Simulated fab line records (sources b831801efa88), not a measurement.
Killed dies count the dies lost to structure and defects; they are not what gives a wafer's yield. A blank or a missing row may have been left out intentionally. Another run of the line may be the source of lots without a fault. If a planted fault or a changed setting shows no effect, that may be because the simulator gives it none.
fab line records	flow sky130	part 1 of 2: steps 1 to 32 of 41
record: lots: 5	wafers: 15	last-day: 48
route steps=708 shown METAL2@488 VIA2@507
lots with no fault: from the same line, run without faults
start-h: the number of hours between the record's first day and the start of the first shown wafer of the lot	wait-h: time in hours since the lot's previous step	" same as the row above	L1.1+2: a row that stands for several wafers	- no value, or no start was given	* or withheld: withheld	< > ~ a bound
route shown NAME@n: names a module that has steps shown in the file, with the first one's number in the route	usual: mean and standard deviation over wafers with no fault	same: alike in all rows	chamber/n: place in a boat	sites: the reading at each site	_std_site: the values' standard deviation	_edge_site: outer sites' mean less inner sites'	radius-mm: how far each site lies from the wafer's centre	mask NAME#n: copy n	behind: tool/chamber where the wafer was last shaped	hold: the reason the lot was held/the length of the hold in hours/how it ended	device: names the non-switching transistor (n, p or np)	end of line: the same wafers' tests at the end of the route	a step with no rows: only its recipe	killed: dies that structure and defects cost at the first sort, which is not the same as the wafer's yield	map: per-die view of a wafer (x killed, . not killed, _ where there is no die)
set.NAME: the setting the step ran with; set.NAME@STEP: the setting that earlier step ran with	model.NAME: the simulator's own value behind a step, which no gauge read
lots seen at some steps along the route; tables by step, rows by wafer
services: from which hour (start-h, from the record's first day; less than 0 if before it) a tool's chamber was out of use, for how many hours, and why
== steps ==
step: SKY_METAL2_RS_MEAS_05
recipe: thk-meas-gauge: four-point-probe	reads: TiN_of_METAL2_SPUTTER_04+Ti_of_METAL2_SPUTTER_03+AlCu_of_METAL2_SPUTTER_02+TiN_of_METAL2_SPUTTER_01+Ti_of_METAL2_SPUTTER_00
usual: METAL2_ALCU_RS: 0.1261/0.0015
lot.wafer	tool	chamber	start-h	wait-h	METAL2_ALCU_RS[ohm/sq]
L074.2	film-metro-02	-	789.32	0.0	0.1254
L074.3	"	-	"	"	0.1253
L074.4	"	-	"	"	0.1287
L077.1	film-metro-01	-	814.22	0.0	0.1285
L077.2	"	-	"	"	0.1289
L077.6	"	-	"	"	0.1322
L078.4	film-metro-03	-	823.27	0.1	0.1236
L078.5	"	-	"	"	0.1247
L078.6	"	-	"	"	0.1258
L083.4	film-metro-03	-	854.07	0.1	0.1273
L083.5	"	-	"	"	0.1262
L083.6	"	-	"	"	0.1282
L089.2	film-metro-03	-	899.22	0.0	0.1255
L089.4	"	-	"	"	0.1259
L089.6	"	-	"	"	0.1243
step: SKY_METAL2_THK_MEAS_06
recipe: thk-meas-gauge: xrf	reads: AlCu_of_METAL2_SPUTTER_02
usual: METAL2_ALCU_THK: 256/3.1
lot.wafer	tool	chamber	start-h	wait-h	METAL2_ALCU_THK[nm]
L074.2	film-metro-02	-	789.43	0.1	258
L074.3	"	-	"	"	257
L074.4	"	-	"	"	252
L077.1	film-metro-01	-	814.34	0.1	251
L077.2	"	-	"	"	250
L077.6	"	-	"	"	246
L078.4	film-metro-03	-	823.36	0.1	260
L078.5	"	-	"	"	258
L078.6	"	-	"	"	256
L083.4	film-metro-03	-	854.16	0.1	251
L083.5	"	-	"	"	253
L083.6	"	-	"	"	250
L089.2	film-metro-03	-	899.33	0.1	258
L089.4	"	-	"	"	255
L089.6	"	-	"	"	260
step: SKY_METAL2_DEHYDRATE_07
recipe: temp-c: 200	time-s: 60
lot.wafer	tool	chamber	start-h	wait-h
L074.2+3+4	litho-track-02	0	801.90	12.5
L077.1+2+6	litho-track-01	0	825.55	11.2
L078.4+5+6	litho-track-02	0	835.55	12.2
L083.4+5+6	litho-track-01	0	866.98	12.8
L089.2+4+6	litho-track-01	0	911.53	12.2
step: SKY_METAL2_HMDS_08
recipe: prime-time-s: 60	prime-temp-c: 120
lot.wafer	tool	chamber	start-h	wait-h
L074.2+3+4	litho-track-02	0	802.05	0.1
L077.1+2+6	litho-track-01	0	825.70	0.1
L078.4+5+6	litho-track-02	0	835.70	0.1
L083.4+5+6	litho-track-01	0	867.13	0.1
L089.2+4+6	litho-track-01	0	911.68	0.1
step: SKY_METAL2_COAT_09
recipe: resist: BARC	temp-c: withheld	time-s: withheld	spin-rpm: 3000	resist-thk-nm: 60
lot.wafer	tool	chamber	start-h	wait-h
L074.2+3+4	litho-track-02	0	802.20	0.1
L077.1+2+6	litho-track-01	0	825.85	0.1
L078.4+5+6	litho-track-02	0	835.85	0.1
L083.4+5+6	litho-track-01	0	867.28	0.1
L089.2+4+6	litho-track-01	0	911.83	0.1
step: SKY_METAL2_COAT_10
recipe: resist: KrF-thick	spin-rpm: 3000	resist-thk-nm: 450
lot.wafer	tool	chamber	start-h	wait-h
L074.2+3+4	litho-track-02	0	-	-
L077.1+2+6	litho-track-01	0	-	-
L078.4+5+6	litho-track-02	0	-	-
L083.4+5+6	litho-track-01	0	-	-
L089.2+4+6	litho-track-01	0	-	-
step: SKY_METAL2_SOFTBAKE_11
recipe: temp-c: 100	time-s: 90	resist: KrF-thick
lot.wafer	tool	chamber	start-h	wait-h
L074.2+3+4	litho-track-02	0	-	-
L077.1+2+6	litho-track-01	0	-	-
L078.4+5+6	litho-track-02	0	-	-
L083.4+5+6	litho-track-01	0	-	-
L089.2+4+6	litho-track-01	0	-	-
step: SKY_METAL2_EXPOSE_12
recipe: mask-id: MM2	na: 0.8	source-shape: annular	sigma-inner: 0.55	sigma-outer: 0.85	target-cd-nm: 140	dose-mj: 28
lot.wafer	tool	chamber	start-h	wait-h	mask
L074.2+3+4	krf-scanner-01	0	-	-	MM2#0
L077.1+2+6	krf-scanner-02	0	-	-	MM2#0
L078.4+5+6	krf-scanner-02	0	-	-	MM2#0
L083.4+5+6	krf-scanner-02	0	-	-	MM2#0
L089.2+4+6	krf-scanner-02	0	-	-	MM2#0
step: SKY_METAL2_PEB_13
recipe: peb-temp-c: withheld	peb-time-s: withheld	resist: KrF-thick
lot.wafer	tool	chamber	start-h	wait-h
L074.2+3+4	litho-track-02	0	-	-
L077.1+2+6	litho-track-01	0	-	-
L078.4+5+6	litho-track-01	0	-	-
L083.4+5+6	litho-track-02	0	-	-
L089.2+4+6	litho-track-01	0	-	-
step: SKY_METAL2_DEVELOP_14
recipe: develop-time-s: 60	resist: KrF-thick	dev-temp-c: 21
lot.wafer	tool	chamber	start-h	wait-h
L074.2+3+4	litho-track-02	0	-	-
L077.1+2+6	litho-track-01	0	-	-
L078.4+5+6	litho-track-01	0	-	-
L083.4+5+6	litho-track-02	0	-	-
L089.2+4+6	litho-track-01	0	-	-
step: SKY_METAL2_CD_MEAS_15
recipe: target-cd-nm: 140
usual: cd-nm: 139.6/1.5
lot.wafer	tool	chamber	start-h	wait-h	cd-nm
L074.2	cd-sem-01	-	814.89	-	136.9
L074.3	"	-	"	"	136.7
L074.4	"	-	"	"	136.2
L077.1	cd-sem-01	-	839.30	-	139.7
L077.2	"	-	"	"	139.2
L077.6	"	-	"	"	137.9
L078.4	cd-sem-02	-	849.36	-	140.4
L078.5	"	-	"	"	142.6
L078.6	"	-	"	"	141.6
L083.4	cd-sem-01	-	880.63	-	141.2
L083.5	"	-	"	"	141.3
L083.6	"	-	"	"	141.5
L089.2	cd-sem-01	-	924.22	-	140.7
L089.4	"	-	"	"	140.7
L089.6	"	-	"	"	140.2
step: SKY_METAL2_OVL_MEAS_16
usual: METAL2_OVL: -4/5.1
lot.wafer	tool	chamber	start-h	wait-h	METAL2_OVL[nm]
L074.2	overlay-02	-	815.00	0.1	0
L074.3	"	-	"	"	-4
L074.4	"	-	"	"	-13
L077.1	overlay-02	-	839.42	0.1	3
L077.2	"	-	"	"	-3
L077.6	"	-	"	"	-2
L078.4	overlay-02	-	849.44	0.1	-11
L078.5	"	-	"	"	-3
L078.6	"	-	"	"	-3
L083.4	overlay-02	-	880.71	0.1	-1
L083.5	"	-	"	"	4
L083.6	"	-	"	"	-2
L089.2	overlay-02	-	924.33	0.1	-9
L089.4	"	-	"	"	-9
L089.6	"	-	"	"	-12
step: SKY_METAL2_DESCUM_17
recipe: chemistry: O2	source-power-w: 150	bias-power-w: 0	pressure-mtorr: 10	temp-c: 40	time-s: 8
usual: drypump-motor-current-A: 5.9/0.36	he-backside-leak-sccm: 3.38/0.22	oes-product-au: 1.000/0.01	rf-fwd-power-W: 147.2/0.46
lot.wafer	tool	chamber	start-h	wait-h	drypump-motor-current-A	he-backside-leak-sccm	oes-product-au	rf-fwd-power-W	rf-hours-counter-h
L074.2	rie-metal-03	1	815.03	0.0	5.8	3.46	1.018	146.8	2
L074.3	"	1	"	"	5.8	3.53	1.018	146.6	-
L074.4	"	0	"	"	6.0	3.22	1.000	147.4	-
L077.1	rie-metal-03	1	839.46	0.0	5.8	3.81	1.025	146.6	3
L077.2	"	0	"	"	6.0	3.13	0.994	146.8	1
L077.6	"	0	"	"	6.0	3.02	0.997	147.5	-
L078.4	rie-metal-02	0	849.49	0.0	6.3	3.36	0.990	147.1	-
L078.5	"	0	"	"	6.3	3.35	0.998	146.9	-
L078.6	"	0	"	"	6.3	3.46	0.985	146.5	-
L083.4	rie-metal-01	0	880.74	0.0	5.1	3.49	0.998	148.1	-
L083.5	"	0	"	"	5.2	3.46	0.998	148.1	-
L083.6	"	1	"	"	6.0	3.24	1.002	148.0	-
L089.2	rie-metal-01	1	924.36	0.0	6.0	3.29	0.986	147.8	3
L089.4	"	0	"	"	5.1	3.57	1.005	147.9	-
L089.6	"	1	"	"	6.0	3.37	0.992	147.3	-
step: SKY_METAL2_ETCH_18
recipe: chemistry: N2/H2	target: BARC	ion-energy-ev: 200	bias-w: 100	pressure-mtorr: 30	n2-flow-sccm: 100	h2-flow-sccm: 200	icp-w: 500	stop-on: SiO2	time-s: 45.9	target-depth-a: 600
usual: drypump-motor-current-A: 5.9/0.35	he-backside-leak-sccm: 3.36/0.24	n2-flow-sccm: 100.0/0.31	oes-product-au: 0.856/0.0046	rf-fwd-power-W: 495.2/1.7	throttle-valve-pct: 13.227/0.0088
lot.wafer	tool	chamber	start-h	wait-h	drypump-motor-current-A	he-backside-leak-sccm	n2-flow-sccm	oes-product-au	rf-fwd-power-W	rf-hours-counter-h	throttle-valve-pct
L074.2	rie-metal-03	1	815.06	0.0	5.8	3.55	100.1	0.857	491.8	2	13.217
L074.3	"	1	"	"	5.8	3.58	100.1	0.862	492.0	-	13.233
L074.4	"	0	"	"	6.0	3.21	100.2	0.851	494.3	-	13.230
L077.1	rie-metal-03	1	839.49	0.0	5.8	3.47	100.1	0.855	493.5	3	13.223
L077.2	"	0	"	"	6.0	3.18	99.8	0.863	498.3	1	13.226
L077.6	"	0	"	"	6.0	3.17	99.5	0.853	497.1	-	13.233
L078.4	rie-metal-02	0	849.58	0.1	6.3	3.32	99.7	0.859	495.4	-	13.239
L078.5	"	0	"	"	6.3	3.37	99.8	0.855	497.6	-	13.219
L078.6	"	0	"	"	6.3	3.37	99.8	0.859	497.2	-	13.216
L083.4	rie-metal-01	0	880.78	0.0	5.2	3.33	99.7	0.855	497.2	-	13.236
L083.5	"	0	"	"	5.2	3.38	99.8	0.859	495.9	-	13.211
L083.6	"	1	"	"	6.0	3.37	99.7	0.872	496.0	-	13.218
L089.2	rie-metal-01	1	924.39	0.0	6.0	3.44	99.9	0.855	496.5	3	13.222
L089.4	"	0	"	"	5.1	3.57	99.8	0.851	492.3	-	13.240
L089.6	"	1	"	"	6.0	3.44	100.2	0.860	496.4	-	13.237
step: SKY_METAL2_METAL_ETCH_19
recipe: target-depth-a: 3600	stop-on: SiO2	over-etch-frac: 0.3	time-s: 78	chemistry: Cl2/BCl3	resist-sidewall-deg: 88	pressure-mtorr: 10	icp-w: 900	bias-w: 48.5	Cl2_flow_sccm: 60	bcl3-flow-sccm: 30
usual: drypump-motor-current-A: 5.8/0.36	he-backside-leak-sccm: 3.37/0.26	oes-product-au: 0.856/0.0061	rf-fwd-power-W: 893.9/3	throttle-valve-pct: 22.264/0.0082
lot.wafer	tool	chamber	start-h	wait-h	drypump-motor-current-A	he-backside-leak-sccm	oes-product-au	rf-fwd-power-W	rf-hours-counter-h	throttle-valve-pct
L074.2	rie-metal-03	1	815.12	0.0	5.8	3.30	0.856	890.3	2	22.261
L074.3	"	1	"	"	5.8	5.42	0.856	894.4	-	22.261
L074.4	"	0	"	"	6.0	3.13	0.854	890.6	-	22.253
L077.1	rie-metal-03	1	839.55	0.0	5.8	3.71	0.854	890.2	3	22.256
L077.2	"	0	"	"	6.0	3.36	0.852	889.9	1	22.267
L077.6	"	0	"	"	6.0	3.19	0.845	892.6	-	22.258
L078.4	rie-metal-02	0	849.74	0.1	6.3	3.16	0.863	892.2	-	22.279
L078.5	"	0	"	"	6.3	3.43	0.855	897.4	-	22.254
L078.6	"	0	"	"	6.3	3.42	0.864	895.7	-	22.259
L083.4	rie-metal-01	0	880.85	0.1	5.1	3.31	0.851	890.2	-	22.257
L083.5	"	0	"	"	5.1	3.16	0.857	892.8	-	22.267
L083.6	"	1	"	"	6.0	3.34	0.857	889.4	-	22.276
L089.2	rie-metal-01	1	924.45	0.0	6.0	3.10	0.857	901.0	3	22.261
L089.4	"	0	"	"	5.1	3.50	0.857	898.1	-	22.265
L089.6	"	1	"	"	6.0	2.95	0.857	895.8	-	22.260
step: SKY_METAL2_STRIP_20
recipe: chemistry: O2/N2	power-w: 1400	pressure-mtorr: 1500	platen-temp-c: withheld	o2-flow-sccm: 3000	n2-flow-sccm: 300	overash-fraction: 0.5
usual: drypump-motor-current-A: 5.8/0.45	n2-flow-sccm: 300.0/0.97	oes-product-au: 0.343/0.0053	strip-time-to-endpoint-s: 2.70/0.042
same: overash-fraction: 0.5
lot.wafer	tool	chamber	start-h	wait-h	drypump-motor-current-A	n2-flow-sccm	oes-product-au	rf-hours-counter-h	strip-time-to-endpoint-s
L074.2	plasma-asher-03	1	815.21	0.1	6.2	299.7	0.342	96	2.67
L074.3	"	0	"	"	6.2	300.8	0.349	-	2.66
L074.4	"	1	"	"	6.2	301.7	0.343	-	2.73
L077.1	plasma-asher-03	1	839.64	0.1	6.1	299.6	0.340	99	2.62
L077.2	"	0	"	"	6.2	299.4	0.343	99	2.75
L077.6	"	1	"	"	6.2	300.2	0.341	-	2.75
L078.4	plasma-asher-01	1	849.86	0.1	5.5	299.6	0.351	-	2.71
L078.5	"	0	"	"	5.3	299.8	0.350	-	2.74
L078.6	"	1	"	"	5.5	298.7	0.343	-	2.73
L083.4	plasma-asher-02	1	880.95	0.1	6.2	299.8	0.339	-	2.69
L083.5	"	0	"	"	5.1	299.7	0.344	-	2.72
L083.6	"	1	"	"	6.2	299.8	0.345	-	2.73
L089.2	plasma-asher-03	0	924.54	0.1	6.2	298.1	0.339	108	2.71
L089.4	"	1	"	"	6.2	299.0	0.347	-	2.67
L089.6	"	0	"	"	6.2	299.7	0.353	-	2.72
step: SKY_METAL2_STRIP_21
recipe: chemistry: post-etch-residue-remover	time-s: 1200	temp-c: 72.5
lot.wafer	tool	chamber	start-h	wait-h
L074.2+3+4	wet-bench-02	1	815.31	0.1
L077.1+2+6	wet-bench-02	3	839.74	0.1
L078.4+5+6	wet-bench-02	3	849.93	0.0
L083.4+5+6	wet-bench-03	3	881.01	0.0
L089.2+4+6	wet-bench-04	3	924.64	0.1
step: SKY_METAL2_CLEAN_22
recipe: chemistry: IPA	time-s: 180	temp-c: 25
lot.wafer	tool	chamber	start-h	wait-h
L074.2+3+4	wet-bench-04	1	815.65	0.0
L077.1+2+6	wet-bench-03	3	840.08	0.0
L078.4+5+6	wet-bench-04	2	850.27	0.0
L083.4+5+6	wet-bench-02	0	881.36	0.0
L089.2+4+6	wet-bench-03	1	924.98	0.0
step: SKY_METAL2_CLEAN_23
recipe: chemistry: O3/DIW	dry: n2-spin
lot.wafer	tool	chamber	start-h	wait-h
L074.2+3+4	wet-bench-03	0	815.71	0.0
L077.1+2+6	wet-bench-02	3	840.15	0.0
L078.4+5+6	wet-bench-02	1	850.33	0.0
L083.4+5+6	wet-bench-04	0	881.42	0.0
L089.2+4+6	wet-bench-04	1	925.04	0.0
step: SKY_VIA2_HDPCVD_00
recipe: material: SiO2	target-thk-nm: 1180	sigma-open-frac: 0.3	time-s: 196.7	temp-c: 400	sih4-flow-sccm: 60	pressure-mtorr: 6
lot.wafer	tool	chamber	start-h	wait-h
L074.2+3+4	hdpcvd-01	1,2,2	815.80	0.0
L077.1+2+6	hdpcvd-02	0,1,1	840.25	0.0
L078.4+5+6	hdpcvd-02	0,1,2	850.48	0.1
L083.4+5+6	hdpcvd-02	2,1,0	881.57	0.1
L089.2+4+6	hdpcvd-02	2,0,2	925.13	0.0
step: SKY_VIA2_THK_MEAS_01
recipe: reads: SiO2_of_VIA2_HDPCVD_00
usual: VIA2_HDPCVD_THK: 1184/15
lot.wafer	tool	chamber	start-h	wait-h	VIA2_HDPCVD_THK[nm]
L074.2	film-metro-02	-	815.94	0.1	1174
L074.3	"	-	"	"	1176
L074.4	"	-	"	"	1176
L077.1	film-metro-04	-	840.44	0.1	1172
L077.2	"	-	"	"	1197
L077.6	"	-	"	"	1211
L078.4	film-metro-04	-	850.57	0.0	1169
L078.5	"	-	"	"	1181
L078.6	"	-	"	"	1180
L083.4	film-metro-02	-	881.67	0.0	1158
L083.5	"	-	"	"	1190
L083.6	"	-	"	"	1174
L089.2	film-metro-03	-	925.27	0.1	1195
L089.4	"	-	"	"	1179
L089.6	"	-	"	"	1190
step: SKY_VIA2_CMP_02
recipe: material: SiO2	down-force-psi: 4	platen-rpm: 60	pad-velocity-m-s: 0.94248
usual: head-pressure-psi: 4.000/0.0089	motor-current-A: 12.0/1.1	platen-rpm: 60.00/0.041
lot.wafer	tool	chamber	start-h	wait-h	head-pressure-psi	motor-current-A	platen-rpm
L074.2	cmp-01	1	816.04	0.1	3.999	13.6	59.99
L074.3	"	2	"	"	4.003	11.5	60.07
L074.4	"	3	"	"	4.000	10.1	59.98
L077.2	cmp-02	0	840.55	0.1	3.993	11.8	59.96
L077.1	"	2	"	"	3.998	12.4	59.94
L077.6	"	3	"	"	4.004	13.4	59.87
L078.4	cmp-02	2	850.60	0.0	3.988	11.6	60.02
L078.5	"	2	"	"	3.998	11.7	60.04
L078.6	"	3	"	"	4.004	12.8	60.02
L083.4	cmp-02	2	881.75	0.1	3.992	11.1	60.06
L083.5	"	1	"	"	3.997	12.4	59.99
L083.6	"	2	"	"	4.008	11.6	59.98
L089.2	cmp-01	3	925.37	0.1	4.005	10.2	60.08
L089.4	"	0	"	"	4.009	11.5	59.97
L089.6	"	2	"	"	3.988	11.5	59.94
step: SKY_VIA2_BOW_MEAS_03
recipe: mode: bow
usual: VIA2_BOW: 87/8
lot.wafer	tool	chamber	start-h	wait-h	VIA2_BOW[um]
L074.2	film-metro-04	-	816.31	0.2	85
L074.3	"	-	"	"	92
L074.4	"	-	"	"	96
L077.1	film-metro-03	-	840.80	0.1	95
L077.2	"	-	"	"	77
L077.6	"	-	"	"	95
L078.4	film-metro-03	-	850.96	0.3	83
L078.5	"	-	"	"	94
L078.6	"	-	"	"	91
L083.4	film-metro-02	-	882.06	0.3	82
L083.5	"	-	"	"	87
L083.6	"	-	"	"	92
L089.2	film-metro-03	-	925.64	0.2	85
L089.4	"	-	"	"	90
L089.6	"	-	"	"	85
step: SKY_VIA2_DEHYDRATE_04
recipe: temp-c: 200	time-s: 60
lot.wafer	tool	chamber	start-h	wait-h
L074.2+3+4	litho-track-02	0	829.20	12.9
L077.1+2+6	litho-track-04	0	853.00	12.2
L078.4+5+6	litho-track-04	0	863.63	12.6
L083.4+5+6	litho-track-02	0	894.60	12.5
L089.2+4+6	litho-track-02	0	937.70	12.0
step: SKY_VIA2_HMDS_05
recipe: prime-time-s: 60	prime-temp-c: 120
lot.wafer	tool	chamber	start-h	wait-h
L074.2+3+4	litho-track-02	0	829.35	0.1
L077.1+2+6	litho-track-04	0	853.15	0.1
L078.4+5+6	litho-track-04	0	863.78	0.1
L083.4+5+6	litho-track-02	0	894.75	0.1
L089.2+4+6	litho-track-02	0	937.85	0.1
step: SKY_VIA2_COAT_06
recipe: resist: BARC	temp-c: withheld	time-s: withheld	spin-rpm: 3000	resist-thk-nm: 60
lot.wafer	tool	chamber	start-h	wait-h
L074.2+3+4	litho-track-02	0	829.50	0.1
L077.1+2+6	litho-track-04	0	853.30	0.1
L078.4+5+6	litho-track-04	0	863.93	0.1
L083.4+5+6	litho-track-02	0	894.90	0.1
L089.2+4+6	litho-track-02	0	938.00	0.1
step: SKY_VIA2_COAT_07
recipe: resist: KrF-thick	spin-rpm: 3000	resist-thk-nm: 450
lot.wafer	tool	chamber	start-h	wait-h
L074.2+3+4	litho-track-02	0	-	-
L077.1+2+6	litho-track-04	0	-	-
L078.4+5+6	litho-track-04	0	-	-
L083.4+5+6	litho-track-02	0	-	-
L089.2+4+6	litho-track-02	0	-	-
step: SKY_VIA2_SOFTBAKE_08
recipe: temp-c: 100	time-s: 90	resist: KrF-thick
lot.wafer	tool	chamber	start-h	wait-h
L074.2+3+4	litho-track-02	0	-	-
L077.1+2+6	litho-track-04	0	-	-
L078.4+5+6	litho-track-04	0	-	-
L083.4+5+6	litho-track-02	0	-	-
L089.2+4+6	litho-track-02	0	-	-
step: SKY_VIA2_EXPOSE_09
recipe: mask-id: VIM2	na: 0.8	source-shape: annular	sigma-inner: 0.55	sigma-outer: 0.85	target-cd-nm: 200	dose-mj: 38
lot.wafer	tool	chamber	start-h	wait-h	mask
L074.2+3+4	krf-scanner-01	0	-	-	VIM2#0
L077.1+2+6	krf-scanner-02	0	-	-	VIM2#0
L078.4+5+6	krf-scanner-01	0	-	-	VIM2#0
L083.4+5+6	krf-scanner-01	0	-	-	VIM2#0
L089.2+4+6	krf-scanner-01	0	-	-	VIM2#0
step: SKY_VIA2_PEB_10
recipe: peb-temp-c: withheld	peb-time-s: withheld	resist: KrF-thick
lot.wafer	tool	chamber	start-h	wait-h
L074.2+3+4	litho-track-01	0	-	-
L077.1+2+6	litho-track-01	0	-	-
L078.4+5+6	litho-track-02	0	-	-
L083.4+5+6	litho-track-02	0	-	-
L089.2+4+6	litho-track-02	0	-	-
step: SKY_VIA2_DEVELOP_11
recipe: develop-time-s: 60	resist: KrF-thick	dev-temp-c: 21
lot.wafer	tool	chamber	start-h	wait-h
L074.2+3+4	litho-track-01	0	-	-
L077.1+2+6	litho-track-01	0	-	-
L078.4+5+6	litho-track-02	0	-	-
L083.4+5+6	litho-track-02	0	-	-
L089.2+4+6	litho-track-02	0	-	-
step: SKY_VIA2_CD_MEAS_12
recipe: target-cd-nm: 200
usual: cd-nm: 200.5/1.8
lot.wafer	tool	chamber	start-h	wait-h	cd-nm
L074.2	cd-sem-02	-	842.92	-	199.8
L074.3	"	-	"	"	199.7
L074.4	"	-	"	"	199.7
L077.1	cd-sem-02	-	866.90	-	200.0
L077.2	"	-	"	"	200.3
L077.6	"	-	"	"	200.6
L078.4	cd-sem-01	-	877.23	-	200.3
L078.5	"	-	"	"	199.3
L078.6	"	-	"	"	199.9
L083.4	cd-sem-01	-	908.03	-	198.7
L083.5	"	-	"	"	200.4
L083.6	"	-	"	"	200.5
L089.2	cd-sem-01	-	949.89	-	201.0
L089.4	"	-	"	"	201.2
L089.6	"	-	"	"	200.4
